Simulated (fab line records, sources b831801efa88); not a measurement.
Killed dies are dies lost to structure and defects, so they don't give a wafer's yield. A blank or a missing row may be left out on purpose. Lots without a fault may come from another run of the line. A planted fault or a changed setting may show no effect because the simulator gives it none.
Which tool did it? | flow gf180mcu | 7 lots, 21 wafers sampled, at 2 steps of a route of 602

WHAT THE GAUGES READ, wafer by wafer
GF_M3_CD_MEAS_14: target cd 280 nm.
lot  | measured     | on        | cd_nm (nm)
L538 | day 22 01:34 | cd_sem-02 | 279.0 278.6 278.9
L540 | day 22 22:45 | cd_sem-02 | 277.5 278.0 277.8
L542 | day 23 14:46 | cd_sem-02 | 281.2 280.4 281.6
L550 | day 26 03:29 | cd_sem-02 | 280.2 282.1 281.6
L554 | day 27 08:52 | cd_sem-02 | 280.8 282.0 280.4
L556 | day 28 01:13 | cd_sem-01 | 279.9 278.2 280.1
L559 | day 28 20:02 | cd_sem-01 | 280.1 280.3 278.7

WHICH TOOL RAN EACH LOT (tool, then ch and the chambers of the sampled wafers, then the start)
lot  | GF_M1_SOFTBAKE_10
L538 | litho_track-02 ch 0, day 17 07:04
L540 | litho_track-02 ch 0, day 18 04:19
L542 | litho_track-03 ch 0, day 18 23:45
L550 | litho_track-02 ch 0, day 21 18:52
L554 | litho_track-02 ch 0, day 23 02:41
L556 | litho_track-01 ch 0, day 23 21:07
L559 | litho_track-02 ch 0, day 24 19:31
- GF_M1_SOFTBAKE_10: time 60 s.

THE ANSWER, worked out from the rows above alone
Rule: what is usual is taken from the lots themselves. Put in order of their means at a reading, lots are off if they are a third of the lots or fewer, leave a main group of 4 or more, and stand apart from it by a gap of 3 or more times the standard deviation of the main group's means; of several such gaps the widest counts. A main group whose means are all the same, to the digits that the tables above print for the reading, isn't used. A lot without any number at a reading at which 4 lots or more have one is off too. The other lots that the step has rows for count as sound.
No lot is off at any reading shown: from this, nothing can be told.

WHAT THE SIMULATOR HAD PUT IN
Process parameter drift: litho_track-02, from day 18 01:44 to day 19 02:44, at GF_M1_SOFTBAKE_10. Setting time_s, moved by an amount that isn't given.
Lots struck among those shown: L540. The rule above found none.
